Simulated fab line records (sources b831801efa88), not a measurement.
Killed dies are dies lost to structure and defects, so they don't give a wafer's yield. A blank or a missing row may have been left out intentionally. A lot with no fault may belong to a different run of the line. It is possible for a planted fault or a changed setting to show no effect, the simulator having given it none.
8D (eight disciplines) problem report, filled in by code | flow sky130 | the parts of the form that need people (team, actions taken, sign-off) are left out

## 1. PROBLEM STATEMENT
Wafers without a fault read 23.00 C, standard deviation 0.12; developer-temp-C at SKY_VT_ADJUST_HVTP_DEVELOP_06 reads a mean of 24.01 C on 6 wafers belonging to 2 lots. Relative to the usual mean, that is a shift of +8.4 standard deviations.
The step: develop time 60 s.
First observed at day 10 14:08: wafer L861.2, on litho-track-04. The record has a number at this step for 39 wafers belonging to 13 lots. By rule, "out" or "out of limits" means more than 4 standard deviations away from the usual mean. All remaining wafers that have a number are taken as sound.

## 2. WHAT IT IS AND WHAT IT IS NOT
question                    | is                     | is not
which readings at this step | developer-temp-C       | -
which lots                  | L861, L862             | L845, L846, L847, L848, L850, L852, L853, L854, L865, L866, L867
which wafers of those lots  | all that have a number | -
read on which tools         | litho-track-04         | litho-track-02
when                        | from day 10 14:08      | up to then (24 sound wafers); but 9 sound wafers of L865, L866, L867 came after

## 3. WHAT RULES OUT EACH SUSPECT
Counting: any tool at a process step up to the reading is kept as a suspect provided that every lot that is out went through it and no sound lot did after the first of them.
- litho-track-04 at SKY_VT_ADJUST_HVTP_DEVELOP_06 (develop time 60 s): kept. It ran every lot that is out, first L861 (day 10 14:08), and no sound lot after that; its last sound lot up to then is L854 (day 8 15:52). Out on those wafers are its own readings of developer-temp-C.
Left after counting: litho-track-04 at SKY_VT_ADJUST_HVTP_DEVELOP_06.

## 4. THE CAUSE (what the simulator had put in)
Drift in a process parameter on litho-track-04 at SKY_VT_ADJUST_HVTP_DEVELOP_06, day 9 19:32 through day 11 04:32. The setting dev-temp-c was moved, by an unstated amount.
The count eliminated every tool but this one.

## 5. THE EFFECT CHAIN, in route order
One row per reading whose mean, taken over the struck wafers that have a number, lies over 3 standard deviations from the usual. Only readings whose record carries a usual standard deviation are examined. hours: median over the lots of the time between each lot's start at the first step of this table that gives one and its start at this step. sigmas: the change, counted in usual standard deviations.
hours | step                          | reading          | usual   | on struck wafers | change | sigmas
0     | SKY_VT_ADJUST_HVTP_DEVELOP_06 | developer-temp-C | 23.00 C | 24.01            | +1.01  | +8.4
Here are the process steps it includes:
- SKY_VT_ADJUST_HVTP_DEVELOP_06: develop time 60 s.

## 6. HOW IT WOULD HAVE BEEN CAUGHT EARLIER
In this record no reading fell out of limits until day 10 14:08, 19 hours after the fault had begun at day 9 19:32.
